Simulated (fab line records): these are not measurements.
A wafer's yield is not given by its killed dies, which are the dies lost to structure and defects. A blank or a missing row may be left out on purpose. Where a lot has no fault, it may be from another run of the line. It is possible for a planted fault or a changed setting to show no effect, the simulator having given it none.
fab line records ; flow sfq-line
record lots=6; wafers=18; last-day=80
route steps=325 shown M0@32 I0@43 M1@58 I1@73 M8@325
lots untouched by any fault: they come from a run of this same line in which no faults occurred
start-h: hours from the record's first day to the start of the lot's first wafer shown ; wait-h: hours elapsed since this lot's preceding step ; " repeats the value in the row above ; L1.1+2: several wafers, shown together as one row ; - no value, or no start was given ; * or withheld: withheld ; < > ~ a bound
route shown NAME@n: a module of which the file shows steps, and the number in the route of the first ; usual: average and standard deviation across the fault-free wafers ; same: alike in all rows ; chamber/n: place in a boat ; sites: readings site by site ; _std_site: standard deviation across them ; _edge_site: outer sites' mean less inner sites' ; radius-mm: how far each site lies from the wafer's centre ; mask NAME#n: copy n ; behind: the tool/chamber that last shaped the wafer ; hold: what put the lot on hold/how long, in hours/how the hold closed ; device: transistor that didn't switch, given as n, p or np ; end of line: the tests these same wafers got at the end of their route ; a step given without rows: its recipe and nothing more ; killed: count of dies lost to structure and defects at first sort (not the wafer's yield) ; map: per-die view of a wafer (x killed, . not killed, _ where there is no die)
set.NAME: the run value of the setting; set.NAME@STEP: its run value at that earlier step ; model.NAME: the simulator's own value behind a step, which no gauge read
lots at selected steps of the route; one table per step, one row per wafer
services: when a tool's chamber went out of use (start-h, in hours from the record's first day, below 0 if earlier), for how many hours, and the reason
## steps
# step SFQ_TRILAYER_M0_LITHO_COAT_026
# recipe resist=BARC; spin-rpm=3000; resist-thk-nm=62
# step SFQ_TRILAYER_M0_LITHO_COAT_021
# recipe resist=KrF; spin-rpm=3000; resist-thk-nm=600
# step SFQ_TRILAYER_M0_LITHO_SOFTBAKE_025
# recipe temp-c=withheld; time-s=withheld; resist=KrF
# step SFQ_TRILAYER_M0_LITHO_EXPOSE_022
# recipe mask-id=M0; na=0.6; source-shape=conventional; sigma-outer=0.65; target-cd-nm=500; dose-mj=14.4
# step SFQ_TRILAYER_M0_LITHO_PEB_024
# recipe peb-temp-c=115; peb-time-s=60; resist=KrF
# step SFQ_TRILAYER_M0_LITHO_DEVELOP_023
# recipe time-s=60; resist=KrF
# step SFQ_M0_OVL_MEAS_906
# usual M0_OVL=-3/4.8
lot.wafer;tool;chamber;start-h;wait-h;M0_OVL[nm]
L307.1;overlay-01;-;375.40;0.1;-6
L307.2;overlay-01;-;375.40;0.1;-7
L307.3;overlay-01;-;375.40;0.1;-8
L308.2;overlay-01;-;385.00;0.1;-9
L308.3;overlay-01;-;385.00;0.1;-12
L308.4;overlay-01;-;385.00;0.1;-9
L309.1;overlay-01;-;391.00;0.1;-3
L309.2;overlay-01;-;391.00;0.1;-6
L309.5;overlay-01;-;391.00;0.1;-5
L317.1;overlay-02;-;483.82;0.1;-9
L317.3;overlay-02;-;483.82;0.1;-5
L317.5;overlay-02;-;483.82;0.1;-9
L318.4;overlay-02;-;489.84;0.1;-4
L318.5;overlay-02;-;489.84;0.1;0
L318.6;overlay-02;-;489.84;0.1;-4
L319.1;overlay-01;-;501.82;0.1;-5
L319.2;overlay-01;-;501.82;0.1;2
L319.5;overlay-01;-;501.82;0.1;2
# step SFQ_TRILAYER_M0_BARC_OPEN_METAL_ETCH_031
# recipe mask-material=PR; chemistry=O2; target-depth-nm=125; target=BARC; icp-w=600; bias-w=80; pressure-mtorr=10; time-s=41.7
# usual drypump-motor-current-A=5.7/0.62; oes-product-au=0.684/0.0045; rf-fwd-power-W=594.7/2.2
lot.wafer;tool;chamber;start-h;wait-h;drypump-motor-current-A;oes-product-au;rf-fwd-power-W;rf-hours-counter-h
L307.1;rie-metal-03;0;375.43;0.0;5.5;0.685;589.4;8
L307.2;rie-metal-03;1;375.43;0.0;6.1;0.683;597.3;67
L307.3;rie-metal-03;0;375.43;0.0;5.5;0.687;591.8;-
L308.2;rie-metal-02;0;385.03;0.0;6.5;0.686;595.4;84
L308.3;rie-metal-02;1;385.03;0.0;6.3;0.682;590.9;-
L308.4;rie-metal-02;0;385.03;0.0;6.5;0.681;596.2;-
L309.1;rie-metal-04;0;391.03;0.0;5.6;0.686;593.2;166
L309.2;rie-metal-04;1;391.03;0.0;4.8;0.687;598.6;139
L309.5;rie-metal-04;0;391.03;0.0;5.6;0.684;593.5;-
L317.1;rie-metal-02;0;483.86;0.0;6.5;0.673;594.0;96
L317.3;rie-metal-02;1;483.86;0.0;6.3;0.685;594.5;-
L317.5;rie-metal-02;0;483.86;0.0;6.5;0.681;591.2;-
L318.4;rie-metal-04;0;489.88;0.0;5.7;0.690;595.5;-
L318.5;rie-metal-04;1;489.88;0.0;4.8;0.681;596.3;-
L318.6;rie-metal-04;0;489.88;0.0;5.7;0.681;595.3;-
L319.1;rie-metal-02;0;501.86;0.0;6.5;0.686;593.2;98
L319.2;rie-metal-02;1;501.86;0.0;6.3;0.686;594.2;149
L319.5;rie-metal-02;1;501.86;0.0;6.3;0.686;594.3;-
# step SFQ_TRILAYER_M0_ETCH_METAL_ETCH_024
# recipe target=Nb; stop-on=SiO2; mask-material=PR; chemistry=Cl2/Ar; target-depth-nm=240; icp-w=600; bias-w=80; pressure-mtorr=10; time-s=120
# usual drypump-motor-current-A=5.7/0.62; oes-product-au=0.896/0.0072; rf-fwd-power-W=597.6/1.7
lot.wafer;tool;chamber;start-h;wait-h;drypump-motor-current-A;oes-product-au;rf-fwd-power-W;rf-hours-counter-h
L307.1;rie-metal-03;0;375.49;0.0;5.5;0.905;596.2;8
L307.2;rie-metal-03;1;375.49;0.0;6.1;0.896;593.7;67
L307.3;rie-metal-03;0;375.49;0.0;5.5;0.904;594.7;-
L308.2;rie-metal-02;0;385.09;0.0;6.5;0.887;595.2;84
L308.3;rie-metal-02;1;385.09;0.0;6.3;0.895;598.6;-
L308.4;rie-metal-02;0;385.09;0.0;6.5;0.896;596.1;-
L309.1;rie-metal-04;0;391.09;0.0;5.7;0.890;595.9;166
L309.2;rie-metal-04;1;391.09;0.0;4.8;0.892;598.6;139
L309.5;rie-metal-04;0;391.09;0.0;5.7;0.888;596.4;-
L317.1;rie-metal-02;0;483.92;0.0;6.5;0.893;597.1;96
L317.3;rie-metal-02;1;483.92;0.0;6.3;0.901;597.2;-
L317.5;rie-metal-02;0;483.92;0.0;6.6;0.896;597.1;-
L318.4;rie-metal-04;0;489.96;0.1;5.7;0.892;599.2;-
L318.5;rie-metal-04;1;489.96;0.1;4.8;0.898;597.2;-
L318.6;rie-metal-04;0;489.96;0.1;5.6;0.903;596.3;-
L319.1;rie-metal-02;0;501.92;0.0;6.5;0.912;598.6;98
L319.2;rie-metal-02;1;501.92;0.0;6.3;0.893;597.9;149
L319.5;rie-metal-02;1;501.92;0.0;6.3;0.908;597.3;-
# step SFQ_TRILAYER_M0_STRIP_STRIP_025
# recipe gas=O2; power-w=200; platen-temp-c=40; overash-fraction=0.65; chemistry=O2; pressure-mtorr=50
# usual drypump-motor-current-A=5.7/0.62; oes-product-au=0.999/0.0086
# same overash-fraction=0.65
lot.wafer;tool;chamber;start-h;wait-h;drypump-motor-current-A;oes-product-au;rf-hours-counter-h
L307.1;rie-metal-03;0;375.62;0.1;5.5;1.012;8
L307.2;rie-metal-03;1;375.62;0.1;6.1;0.986;67
L307.3;rie-metal-03;0;375.62;0.1;5.5;1.005;-
L308.2;rie-metal-02;0;385.22;0.1;6.5;0.994;85
L308.3;rie-metal-02;1;385.22;0.1;6.3;1.007;-
L308.4;rie-metal-02;0;385.22;0.1;6.5;0.996;-
L309.1;rie-metal-04;0;391.22;0.1;5.7;1.001;167
L309.2;rie-metal-04;1;391.22;0.1;4.7;1.010;139
L309.5;rie-metal-04;0;391.22;0.1;5.6;0.995;-
L317.1;rie-metal-02;0;484.05;0.1;6.5;1.000;97
L317.3;rie-metal-02;1;484.05;0.1;6.3;0.998;-
L317.5;rie-metal-02;0;484.05;0.1;6.6;0.998;-
L318.4;rie-metal-04;0;490.25;0.2;5.7;0.993;-
L318.5;rie-metal-04;1;490.25;0.2;4.7;1.000;-
L318.6;rie-metal-04;0;490.25;0.2;5.7;1.008;-
L319.1;rie-metal-02;0;502.05;0.1;6.5;0.991;99
L319.2;rie-metal-02;1;502.05;0.1;6.3;0.998;149
L319.5;rie-metal-02;1;502.05;0.1;6.3;1.005;-
# step SFQ_TRILAYER_M0_STRIP_SOLV_CLEAN_026
# recipe chemistry=NMP; temp-c=70; time-s=600
# step SFQ_TRILAYER_I0_DEP_PECVD_027
# recipe material=SiO2; temp-c=150; time-s=111.11; pressure-torr=2.4; rf-w=183.3; precursor=SiH4/N2O; target-thk-nm=500
# step SFQ_TRILAYER_I0_CMP_CMP_028
# recipe material=SiO2; down-force-psi=3; platen-rpm=60; pad-velocity-m-s=0.94248
# usual motor-current-A=10.3/0.9; time-to-endpoint-s=218/8.4
lot.wafer;tool;chamber;start-h;wait-h;motor-current-A;time-to-endpoint-s;model.SiO2_of_TRILAYER_I0_DEP_PECVD_027.thk-nm
L307.2;cmp-01;0;376.47;0.0;10.7;208;200.4
L307.1;cmp-01;2;377.47;1.0;11.1;224;202.1
L307.3;cmp-01;3;377.47;1.0;9.5;224;202.6
L308.2;cmp-01;2;387.43;1.4;11.3;211;200.3
L308.4;cmp-01;3;387.43;1.4;9.5;227;201.3
L308.3;cmp-01;0;387.43;1.4;10.4;240;148.3
L309.1;cmp-01;0;393.87;1.8;10.2;236;148.5
L309.2;cmp-01;2;394.87;2.8;11.0;218;200.4
L309.5;cmp-01;1;396.37;4.3;8.8;216;199.4
L317.3;cmp-01;1;484.90;0.0;8.9;202;200.7
L317.1;cmp-01;2;484.90;0.0;11.2;213;201.5
L317.5;cmp-01;1;486.90;2.0;8.6;210;200.3
L318.4;cmp-01;1;490.90;0.0;8.8;221;199.8
L318.6;cmp-01;1;492.90;2.0;9.1;223;199.6
L318.5;cmp-01;2;492.90;2.0;10.7;216;200
L319.1;cmp-02;0;502.90;0.0;11.0;212;200.6
L319.2;cmp-02;3;504.40;1.5;10.5;208;199.1
L319.5;cmp-02;1;505.40;2.5;9.7;226;202.2
# step SFQ_I0_BOW_MEAS_907
# recipe mode=bow
# usual I0_BOW=1/7.5
lot.wafer;tool;chamber;start-h;wait-h;I0_BOW[um]
L307.1;film-metro-04;-;379.47;1.5;3
L307.2;film-metro-04;-;379.47;1.5;10
L307.3;film-metro-04;-;379.47;1.5;4
L308.2;film-metro-02;-;389.95;2.0;1
L308.3;film-metro-02;-;389.95;2.0;-10
L308.4;film-metro-02;-;389.95;2.0;6
L309.1;film-metro-03;-;396.87;2.5;-1
L309.2;film-metro-03;-;396.87;2.5;-4
L309.5;film-metro-03;-;396.87;2.5;-13
L317.1;film-metro-04;-;487.90;2.0;-3
L317.3;film-metro-04;-;487.90;2.0;15
L317.5;film-metro-04;-;487.90;2.0;-2
L318.4;film-metro-02;-;493.96;2.6;1
L318.5;film-metro-02;-;493.96;2.6;-6
L318.6;film-metro-02;-;493.96;2.6;6
L319.1;film-metro-03;-;505.90;2.5;-11
L319.2;film-metro-03;-;505.90;2.5;-3
L319.5;film-metro-03;-;505.90;2.5;1
# step SFQ_TRILAYER_I0_METRO_MEASURE_029
# usual thk-nm=200.3/1.1
lot.wafer;tool;chamber;start-h;wait-h;thk-nm
L307.1;film-metro-04;-;379.59;0.1;202.2
L307.2;film-metro-04;-;379.59;0.1;200.4
L307.3;film-metro-04;-;379.59;0.1;202.6
L308.2;film-metro-02;-;390.25;0.3;200.6
L308.3;film-metro-02;-;390.25;0.3;148.4
L308.4;film-metro-02;-;390.25;0.3;201.3
L309.1;film-metro-03;-;396.99;0.1;148.4
L309.2;film-metro-03;-;396.99;0.1;200.3
L309.5;film-metro-03;-;396.99;0.1;199.4
L317.1;film-metro-04;-;488.02;0.1;201.4
L317.3;film-metro-04;-;488.02;0.1;200.7
L317.5;film-metro-04;-;488.02;0.1;200.3
L318.4;film-metro-02;-;494.62;0.6;199.9
L318.5;film-metro-02;-;494.62;0.6;200.1
L318.6;film-metro-02;-;494.62;0.6;199.6
L319.1;film-metro-03;-;506.02;0.1;200.8
L319.2;film-metro-03;-;506.02;0.1;199.1
L319.5;film-metro-03;-;506.02;0.1;202.0
# step SFQ_TRILAYER_I0_VIA_LITHO_COAT_036
# recipe resist=BARC; spin-rpm=3000; resist-thk-nm=62
# step SFQ_TRILAYER_I0_VIA_LITHO_COAT_031
# recipe resist=KrF; spin-rpm=3000; resist-thk-nm=650
# step SFQ_TRILAYER_I0_VIA_LITHO_SOFTBAKE_035
# recipe temp-c=withheld; time-s=withheld; resist=KrF
# step SFQ_TRILAYER_I0_VIA_LITHO_EXPOSE_032
# recipe mask-id=I0; na=0.6; source-shape=conventional; sigma-outer=0.65; target-cd-nm=500; dose-mj=21.3
# step SFQ_TRILAYER_I0_VIA_LITHO_PEB_034
# recipe peb-temp-c=115; peb-time-s=60; resist=KrF
# step SFQ_TRILAYER_I0_VIA_LITHO_DEVELOP_033
# recipe time-s=60; resist=KrF
# step SFQ_I0_OVL_MEAS_908
# usual I0_OVL=2/6.3
lot.wafer;tool;chamber;start-h;wait-h;I0_OVL[nm]
L307.1;overlay-02;-;539.15;0.1;2
L307.2;overlay-02;-;539.15;0.1;6
L307.3;overlay-02;-;539.15;0.1;1
L308.2;overlay-01;-;552.36;0.1;-8
L308.3;overlay-01;-;552.36;0.1;-1
L308.4;overlay-01;-;552.36;0.1;-2
L309.1;overlay-02;-;560.75;0.1;4
L309.2;overlay-02;-;560.75;0.1;9
L309.5;overlay-02;-;560.75;0.1;7
L317.1;overlay-02;-;648.52;0.1;1
L317.3;overlay-02;-;648.52;0.1;7
L317.5;overlay-02;-;648.52;0.1;2
L318.4;overlay-01;-;659.34;0.1;12
L318.5;overlay-01;-;659.34;0.1;-2
L318.6;overlay-01;-;659.34;0.1;5
L319.1;overlay-02;-;668.92;0.1;0
L319.2;overlay-02;-;668.92;0.1;5
L319.5;overlay-02;-;668.92;0.1;3
# step SFQ_TRILAYER_I0_VIA_BARC_OPEN_VIA_ETCH_046
# recipe mask-material=PR; chemistry=O2; target-depth-nm=125; target=BARC; source-w=500; bias-w=80; pressure-mtorr=30; time-s=41.7
# usual drypump-motor-current-A=5.8/0.43; oes-product-au=0.685/0.0044; rf-fwd-power-W=494.9/2.5
lot.wafer;tool;chamber;start-h;wait-h;drypump-motor-current-A;oes-product-au;rf-fwd-power-W;rf-hours-counter-h
L307.1;rie-diel-03;2;539.19;0.0;5.2;0.687;495.6;5
L307.2;rie-diel-03;3;539.19;0.0;5.5;0.684;490.5;4
L307.3;rie-diel-03;1;539.19;0.0;5.9;0.684;496.9;10
L308.2;rie-diel-01;2;552.39;0.0;5.7;0.686;491.4;32
L308.3;rie-diel-01;0;552.39;0.0;6.6;0.678;496.3;0
L308.4;rie-diel-01;1;552.39;0.0;6.2;0.692;494.8;17
L309.1;rie-diel-01;1;560.79;0.0;6.2;0.679;496.7;17
L309.2;rie-diel-01;2;560.79;0.0;5.7;0.691;491.8;33
L309.5;rie-diel-01;2;560.79;0.0;5.7;0.689;489.1;-
L317.1;rie-diel-01;2;648.56;0.0;5.6;0.679;489.9;34
L317.3;rie-diel-01;0;648.56;0.0;6.5;0.688;497.8;2
L317.5;rie-diel-01;0;648.56;0.0;6.6;0.677;498.7;-
L318.4;rie-diel-02;0;659.36;0.0;5.3;0.685;490.7;12
L318.5;rie-diel-02;1;659.36;0.0;5.6;0.682;495.9;-
L318.6;rie-diel-02;2;659.36;0.0;6.1;0.694;495.9;-
L319.1;rie-diel-03;3;668.96;0.0;5.5;0.685;494.7;5
L319.2;rie-diel-03;2;668.96;0.0;5.1;0.689;496.1;6
L319.5;rie-diel-03;2;668.96;0.0;5.1;0.680;496.4;-
# step SFQ_TRILAYER_I0_VIA_ETCH_VIA_ETCH_034
# recipe target=SiO2; stop-on=Nb; mask-material=PR; taper-deg=20; chemistry=CHF3; target-depth-nm=260; source-w=500; bias-w=80; pressure-mtorr=30; time-s=withheld
# usual drypump-motor-current-A=5.8/0.43; oes-product-au=0.855/0.0052; rf-fwd-power-W=498.0/1.8
lot.wafer;tool;chamber;start-h;wait-h;drypump-motor-current-A;oes-product-au;rf-fwd-power-W;model.etch.depth-nm;model.I0.feature-depth-nm
L307.1;rie-diel-03;2;539.23;0.0;5.2;0.859;498.6;202.1;202.1
L307.2;rie-diel-03;3;539.23;0.0;5.5;0.859;499.8;200.4;200.4
L307.3;rie-diel-03;1;539.23;0.0;5.9;0.861;498.7;202.6;202.6
L308.2;rie-diel-01;2;552.43;0.0;5.6;0.854;496.2;200.3;200.3
L308.3;rie-diel-01;0;552.43;0.0;6.6;0.735;501.2;148.3;148.3
L308.4;rie-diel-01;1;552.43;0.0;6.2;0.860;497.5;201.3;201.3
L309.1;rie-diel-01;1;560.83;0.0;6.2;0.727;496.9;148.5;148.5
L309.2;rie-diel-01;2;560.83;0.0;5.6;0.852;495.1;200.4;200.4
L309.5;rie-diel-01;2;560.83;0.0;5.6;0.849;494.8;199.4;199.4
L317.1;rie-diel-01;2;648.60;0.0;5.6;0.856;498.1;201.5;201.5
L317.3;rie-diel-01;0;648.60;0.0;6.6;0.850;499.9;200.7;200.7
L317.5;rie-diel-01;0;648.60;0.0;6.5;0.852;499.5;200.3;200.3
L318.4;rie-diel-02;0;659.40;0.0;5.2;0.846;497.0;199.8;199.8
L318.5;rie-diel-02;1;659.40;0.0;5.5;0.848;496.4;200;200
L318.6;rie-diel-02;2;659.40;0.0;6.1;0.855;496.1;199.6;199.6
L319.1;rie-diel-03;3;669.00;0.0;5.5;0.856;497.9;200.6;200.6
L319.2;rie-diel-03;2;669.00;0.0;5.1;0.848;501.7;199.1;199.1
L319.5;rie-diel-03;2;669.00;0.0;5.1;0.862;498.2;202.2;202.2
# step SFQ_TRILAYER_I0_VIA_STRIP_STRIP_035
# recipe gas=O2; power-w=200; platen-temp-c=40; overash-fraction=0.65; chemistry=O2; pressure-mtorr=50
# usual drypump-motor-current-A=6.0/0.45; oes-product-au=1.002/0.01
# same overash-fraction=0.65
lot.wafer;tool;chamber;start-h;wait-h;drypump-motor-current-A;oes-product-au;rf-hours-counter-h
L307.1;rie-metal-02;0;539.34;-;6.6;0.996;102
L307.2;rie-metal-02;0;539.34;-;6.6;0.998;-
L307.3;rie-metal-02;0;539.34;-;6.6;0.986;-
L308.2;rie-metal-01;0;552.54;-;5.3;1.001;133
L308.3;rie-metal-01;0;552.54;-;5.3;0.996;-
L308.4;rie-metal-01;1;552.54;-;6.3;1.001;-
L309.1;rie-metal-01;1;560.94;-;6.3;1.010;114
L309.2;rie-metal-01;0;560.94;-;5.3;1.003;133
L309.5;rie-metal-01;0;560.94;-;5.3;0.999;-
L317.1;rie-metal-01;1;648.71;-;6.3;1.005;124
L317.3;rie-metal-01;0;648.71;-;5.3;0.994;-
L317.5;rie-metal-01;1;648.71;-;6.3;1.007;-
L318.4;rie-metal-03;1;659.71;-;6.2;0.990;-
L318.5;rie-metal-03;1;659.71;-;6.1;0.988;-
L318.6;rie-metal-03;0;659.71;-;5.5;1.015;-
L319.1;rie-metal-01;1;669.11;-;6.3;1.003;127
L319.2;rie-metal-01;0;669.11;-;5.3;1.027;147
L319.5;rie-metal-01;0;669.11;-;5.3;1.011;-
# step SFQ_TRILAYER_I0_VIA_STRIP_SOLV_CLEAN_036
# recipe chemistry=NMP; temp-c=70; time-s=600
# step SFQ_TRILAYER_M1_DEP_PRE_CLEAN_038
# recipe gas=Ar; time-s=22.5; bias-v=250
lot.wafer;tool;chamber;start-h;wait-h;model.SiO2_of_TRILAYER_I0_DEP_PECVD_027.thk-nm
L307.1;pvd-sputter-06;-;540.71;0.0;194.6
L307.2;pvd-sputter-06;-;540.71;0.0;192.9
L307.3;pvd-sputter-06;-;540.71;0.0;195.1
L308.2;pvd-sputter-05;-;553.31;0.0;192.8
L308.3;pvd-sputter-05;-;553.31;0.0;140.8
L308.4;pvd-sputter-05;-;553.31;0.0;193.8
L309.1;pvd-sputter-06;-;561.71;0.0;141
L309.2;pvd-sputter-06;-;561.71;0.0;192.9
L309.5;pvd-sputter-06;-;561.71;0.0;191.9
L317.1;pvd-sputter-03;-;649.48;0.0;194
L317.3;pvd-sputter-03;-;649.48;0.0;193.2
L317.5;pvd-sputter-03;-;649.48;0.0;192.8
L318.4;pvd-sputter-05;-;660.28;0.0;192.3
L318.5;pvd-sputter-05;-;660.28;0.0;192.5
L318.6;pvd-sputter-05;-;660.28;0.0;192.1
L319.1;pvd-sputter-05;-;669.88;0.0;193.1
L319.2;pvd-sputter-05;-;669.88;0.0;191.6
L319.5;pvd-sputter-05;-;669.88;0.0;194.7
# step SFQ_TRILAYER_M1_DEP_SPUTTER_037
# recipe material=Nb; base-pressure-pa=1.33e-06; chamber-pressure-pa=0.1333; substrate-temp-c=20; resputter-cathode-voltage-v=400; target-thk-nm=200; power-w=2000; time-s=133.3
# step SFQ_M1_RS_MEAS_909
# recipe thk-meas-gauge=four-point-probe; reads=Nb_of_TRILAYER_M1_DEP_SPUTTER_037
# usual M1_NB_RS=0.887/0.011
lot.wafer;tool;chamber;start-h;wait-h;M1_NB_RS[ohm/sq]
L307.1;film-metro-04;-;540.83;0.0;0.905
L307.2;film-metro-04;-;540.83;0.0;0.912
L307.3;film-metro-04;-;540.83;0.0;0.909
L308.2;film-metro-01;-;553.45;0.1;0.894
L308.3;film-metro-01;-;553.45;0.1;0.878
L308.4;film-metro-01;-;553.45;0.1;0.893
L309.1;film-metro-02;-;561.83;0.0;0.910
L309.2;film-metro-02;-;561.83;0.0;0.902
L309.5;film-metro-02;-;561.83;0.0;0.907
L317.1;film-metro-01;-;649.60;0.0;0.900
L317.3;film-metro-01;-;649.60;0.0;0.919
L317.5;film-metro-01;-;649.60;0.0;0.905
L318.4;film-metro-02;-;660.46;0.1;0.881
L318.5;film-metro-02;-;660.46;0.1;0.879
L318.6;film-metro-02;-;660.46;0.1;0.885
L319.1;film-metro-02;-;670.00;0.0;0.891
L319.2;film-metro-02;-;670.00;0.0;0.882
L319.5;film-metro-02;-;670.00;0.0;0.886
# step SFQ_TRILAYER_M1_LITHO_COAT_044
# recipe resist=BARC; spin-rpm=3000; resist-thk-nm=62
# step SFQ_TRILAYER_M1_LITHO_COAT_039
# recipe resist=KrF; spin-rpm=3000; resist-thk-nm=600
# step SFQ_TRILAYER_M1_LITHO_SOFTBAKE_043
# recipe temp-c=withheld; time-s=withheld; resist=KrF
# step SFQ_TRILAYER_M1_LITHO_EXPOSE_040
# recipe mask-id=M1; na=0.6; source-shape=conventional; sigma-outer=0.65; target-cd-nm=500; dose-mj=14.4
# step SFQ_TRILAYER_M1_LITHO_PEB_042
# recipe peb-temp-c=115; peb-time-s=60; resist=KrF
# step SFQ_TRILAYER_M1_LITHO_DEVELOP_041
# recipe time-s=60; resist=KrF
# step SFQ_M1_OVL_MEAS_911
# usual M1_OVL=0/6.2
lot.wafer;tool;chamber;start-h;wait-h;M1_OVL[nm]
L307.1;overlay-02;-;543.26;0.1;-2
L307.2;overlay-02;-;543.26;0.1;0
L307.3;overlay-02;-;543.26;0.1;-2
L308.2;overlay-02;-;555.87;0.1;-4
L308.3;overlay-02;-;555.87;0.1;4
L308.4;overlay-02;-;555.87;0.1;-1
L309.1;overlay-02;-;564.26;0.1;3
L309.2;overlay-02;-;564.26;0.1;5
L309.5;overlay-02;-;564.26;0.1;8
L317.1;overlay-02;-;803.52;0.1;9
L317.3;overlay-02;-;803.52;0.1;6
L317.5;overlay-02;-;803.52;0.1;8
L318.4;overlay-01;-;815.54;0.1;-3
L318.5;overlay-01;-;815.54;0.1;-7
L318.6;overlay-01;-;815.54;0.1;-2
L319.1;overlay-02;-;827.48;0.1;-1
L319.2;overlay-02;-;827.48;0.1;-3
L319.5;overlay-02;-;827.48;0.1;-2
# step SFQ_TRILAYER_M1_BARC_OPEN_METAL_ETCH_054
# recipe mask-material=PR; chemistry=O2; target-depth-nm=125; target=BARC; icp-w=600; bias-w=80; pressure-mtorr=10; time-s=41.7
# step SFQ_TRILAYER_M1_ETCH_METAL_ETCH_042
# recipe target=Nb; stop-on=SiO2; mask-material=PR; chemistry=Cl2/Ar; target-depth-nm=240; icp-w=600; bias-w=80; pressure-mtorr=10; time-s=120
# step SFQ_TRILAYER_M1_STRIP_STRIP_043
# recipe gas=O2; power-w=200; platen-temp-c=40; overash-fraction=0.65; chemistry=O2; pressure-mtorr=50
# step SFQ_TRILAYER_M1_STRIP_SOLV_CLEAN_044
# recipe chemistry=NMP; temp-c=70; time-s=600
# step SFQ_TRILAYER_I1_DEP_PECVD_045
# recipe material=SiO2; temp-c=150; time-s=111.11; pressure-torr=2.4; rf-w=183.3; precursor=SiH4/N2O; target-thk-nm=500
# step SFQ_M8_BOW_MEAS_951
# recipe mode=bow
# usual M8_BOW=11/11
lot.wafer;tool;chamber;start-h;wait-h;M8_BOW[um];model.etest.i0.link-ohm
L307.1;film-metro-04;-;1858.39;0.0;11;1.978
L307.2;film-metro-04;-;1858.39;0.0;18;1.98
L307.3;film-metro-04;-;1858.39;0.0;11;1.985
L308.2;film-metro-02;-;1862.01;0.0;17;1.972
L308.3;film-metro-02;-;1862.01;0.0;8;1.904
L308.4;film-metro-02;-;1862.01;0.0;23;1.971
L309.1;film-metro-02;-;1864.40;0.0;4;1.956
L309.2;film-metro-02;-;1864.40;0.0;0;1.985
L309.5;film-metro-02;-;1864.40;0.0;-8;2
L317.1;film-metro-04;-;1914.65;0.0;15;1.979
L317.3;film-metro-04;-;1914.65;0.0;33;2.002
L317.5;film-metro-04;-;1914.65;0.0;15;1.99
L318.4;film-metro-03;-;1916.08;0.1;10;1.957
L318.5;film-metro-03;-;1916.08;0.1;3;1.953
L318.6;film-metro-03;-;1916.08;0.1;16;1.964
L319.1;film-metro-02;-;1917.05;0.0;-12;1.944
L319.2;film-metro-02;-;1917.05;0.0;-3;1.95
L319.5;film-metro-02;-;1917.05;0.0;0;1.942
## services
tool;chamber;start-h;hours;kind
cmp-01;-;354.43;6.5;pm
rie-diel-03;2;379.52;2.4;repair
film-metro-04;-;392.59;0.7;pm
rie-diel-02;0;393.74;1.8;repair
rie-metal-02;-;396.56;2.8;pm
rie-diel-03;0;425.71;9.6;repair
rie-diel-01;2;427.32;7.7;repair
rie-diel-03;2;437.08;4.4;repair
rie-diel-01;3;442.46;4.9;repair
cmp-01;-;454.74;0.4;repair
rie-metal-03;1;468.06;10.1;repair
rie-metal-03;-;478.28;2.8;pm
cmp-01;-;504.81;5.2;pm
rie-metal-02;0;506.13;10.4;repair
pvd-sputter-05;-;512.93;1.0;repair
rie-metal-02;-;525.75;0.8;repair
cmp-01;-;568.73;1.6;repair
cmp-01;-;572.47;4.0;pm
rie-metal-04;1;579.05;1.0;repair
cmp-01;-;584.08;0.4;repair
rie-diel-01;3;606.85;7.2;repair
cmp-01;-;609.64;1.0;repair
cmp-01;-;633.18;1.1;repair
rie-metal-04;0;669.49;9.3;repair
## key
first-sign step=SFQ_TRILAYER_I0_METRO_MEASURE_029; reading=thk-nm; direction=down; sigmas=47; usual=200.3; struck=148.4
effect step=SFQ_TRILAYER_I0_VIA_ETCH_VIA_ETCH_034; reading=oes-product-au; direction=down; sigmas=24; usual=0.855; struck=0.731
model-effect step=SFQ_TRILAYER_I0_CMP_CMP_028; value=SiO2_of_TRILAYER_I0_DEP_PECVD_027.thk-nm; without=198.4; struck=148.4
model-effect step=SFQ_TRILAYER_I0_VIA_ETCH_VIA_ETCH_034; value=etch.depth-nm; without=198.4; struck=148.4
model-effect step=SFQ_TRILAYER_M1_DEP_PRE_CLEAN_038; value=SiO2_of_TRILAYER_I0_DEP_PECVD_027.thk-nm; without=190.9; struck=140.9
model-effect step=SFQ_M8_BOW_MEAS_951; value=etest.i0.link-ohm; without=1.977; struck=1.93
met-at SFQ_TRILAYER_I0_CMP_CMP_028
struck-wafers L308.3,L309.1
onset-between 376.47 387.43
fault kind=process-parameter-drift; tool=cmp-01; chamber=0; onset-h=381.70; steps=SFQ_TRILAYER_I0_CMP_CMP_028; channel=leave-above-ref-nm; offset=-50; shape=step; end-h=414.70; acts-in=these-recipes-only; stated=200
